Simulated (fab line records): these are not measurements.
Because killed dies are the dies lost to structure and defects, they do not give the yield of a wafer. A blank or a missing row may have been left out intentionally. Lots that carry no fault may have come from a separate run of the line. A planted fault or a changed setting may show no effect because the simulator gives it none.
Comparing a struck lot with a sound one ; flow sfq-line ; 17 out of 325 route steps
Sound: wafers L875.2, L875.4, L875.6. Wafers struck: L884.3, L884.5. The cause comes at the end.
Order at every step that has rows: each side's tool, ch and its chambers, its first start. Under that, the readings that differ: sound wafers ; struck wafers ; difference of the means ; sigmas: that difference in standard deviations of wafers without a fault.
alike: readings whose means differ by less than 2 such deviations, and words and numbers that are the same on both sides. not compared: withheld readings, readings that some wafer has no value for, bounds like >300 that may hide the same value, and numbers for which the record gives no deviation and whose values overlap.
A row with sigmas, a row that says differs or no value, or rows on one side alone: a step with any of these is where the two part. Numbers that have no deviation but don't overlap get no sigmas and don't part them. A reading missing from all wafers of one side parts the sides only when that side holds two or more wafers.

SFQ_TRILAYER_C5_BARC_OPEN_VIA_ETCH_210: etches BARC in O2, target depth 125 nm, time 41.7 s.
  sound on rie-diel-01 ch 1,2, day 59 00:43; struck on rie-diel-03 ch 0,3, day 61 18:04
  alike: drypump-motor-current-A, oes-product-au
  not compared: rf-hours-counter-h
SFQ_TRILAYER_C5_ETCH_VIA_ETCH_154: etches SiO2 in CHF3, stops on Nb, target depth 84 nm.
  sound on rie-diel-01 ch 1,2, day 59 00:45; struck on rie-diel-03 ch 0,3, day 61 18:06
  alike: drypump-motor-current-A, oes-product-au
SFQ_TRILAYER_C5_STRIP_STRIP_155: strips in O2.
  sound on rie-metal-02 ch 0,1, day 59 00:48; struck on rie-metal-03 ch 1, day 61 18:21
  alike: drypump-motor-current-A, oes-product-au
  not compared: rf-hours-counter-h
then, 2 steps without rows for these wafers: SFQ_TRILAYER_C5_STRIP_SOLV_CLEAN_156 (cleans in NMP, time 600 s); SFQ_TRILAYER_M6_DEP_PRE_CLEAN_158 (time 22.5 s).
SFQ_TRILAYER_M6_DEP_SPUTTER_157: material Nb, target thk 200 nm, time 133.3 s.
  sound on pvd-sputter-03, day 59 01:37; struck on pvd-sputter-05, day 61 18:58
  alike: throttle-valve-pct
SFQ_M6_RS_MEAS_938: uses a four-point probe to measure.
  sound on film-metro-04, day 59 01:43; struck on film-metro-04, day 61 19:06
  alike: M6_NB_RS
then, 4 steps without rows for these wafers: SFQ_TRILAYER_M6_LITHO_COAT_164 (resist thk 62 nm); SFQ_TRILAYER_M6_LITHO_COAT_159 (resist thk 600 nm); SFQ_TRILAYER_M6_LITHO_SOFTBAKE_163; SFQ_TRILAYER_M6_LITHO_EXPOSE_160 (exposes mask M6, target cd 500 nm).
SFQ_TRILAYER_M6_LITHO_PEB_162: peb time 60 s.
  sound on litho-track-04 ch 0, day 60 11:41; struck on litho-track-04 ch 0, day 62 21:53
reading;sound;struck;difference;sigmas
heater-power-total-W (W);79.19 79.13 79.17;81.89 82.02;+2.79;+44
then, 1 step without rows for these wafers: SFQ_TRILAYER_M6_LITHO_DEVELOP_161 (time 60 s).
SFQ_M6_OVL_MEAS_940:
  sound on overlay-01, day 60 11:58; struck on overlay-02, day 62 22:09
  alike: M6_OVL
SFQ_TRILAYER_M6_BARC_OPEN_METAL_ETCH_206: etches BARC in O2, target depth 125 nm, time 41.7 s.
  sound on rie-metal-01 ch 0, day 60 12:01; struck on rie-metal-01 ch 1, day 62 22:11
reading;sound;struck;difference;sigmas
drypump-motor-current-A (A);5.0 5.0 5.0;5.9 5.8;+0.8;+2
model.M6.cd-nm (nm);501 501.1 500.7;514.7 514.5;+13.7;
  alike: oes-product-au
  not compared: rf-hours-counter-h
SFQ_TRILAYER_M6_ETCH_METAL_ETCH_162: etches Nb in Cl2/Ar, stops on SiO2, target depth 240 nm, time 120 s.
  sound on rie-metal-01 ch 0, day 60 12:10; struck on rie-metal-01 ch 1, day 62 22:16
reading;sound;struck;difference;sigmas
drypump-motor-current-A (A);5.0 5.0 5.0;5.9 5.8;+0.8;+2
model.M6.cd-nm (nm);497.9 497.9 497.3;508.8 509.1;+11.3;
  alike: oes-product-au
  not compared: rf-hours-counter-h
SFQ_TRILAYER_M6_STRIP_STRIP_163: strips in O2.
  sound on rie-metal-01 ch 0, day 60 12:34; struck on rie-metal-01 ch 1, day 62 22:33
  alike: drypump-motor-current-A, oes-product-au
  not compared: rf-hours-counter-h

WHERE THEY PART
At SFQ_TRILAYER_M6_LITHO_PEB_162 first; at SFQ_TRILAYER_M6_ETCH_METAL_ETCH_162 last (within this record only). Later steps at which nothing parts them and some readings are alike: SFQ_TRILAYER_M6_STRIP_STRIP_163.

WHY: whatever the simulator had introduced
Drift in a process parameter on litho-track-04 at SFQ_TRILAYER_M6_LITHO_PEB_162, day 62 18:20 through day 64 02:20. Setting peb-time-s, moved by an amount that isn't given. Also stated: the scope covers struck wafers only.
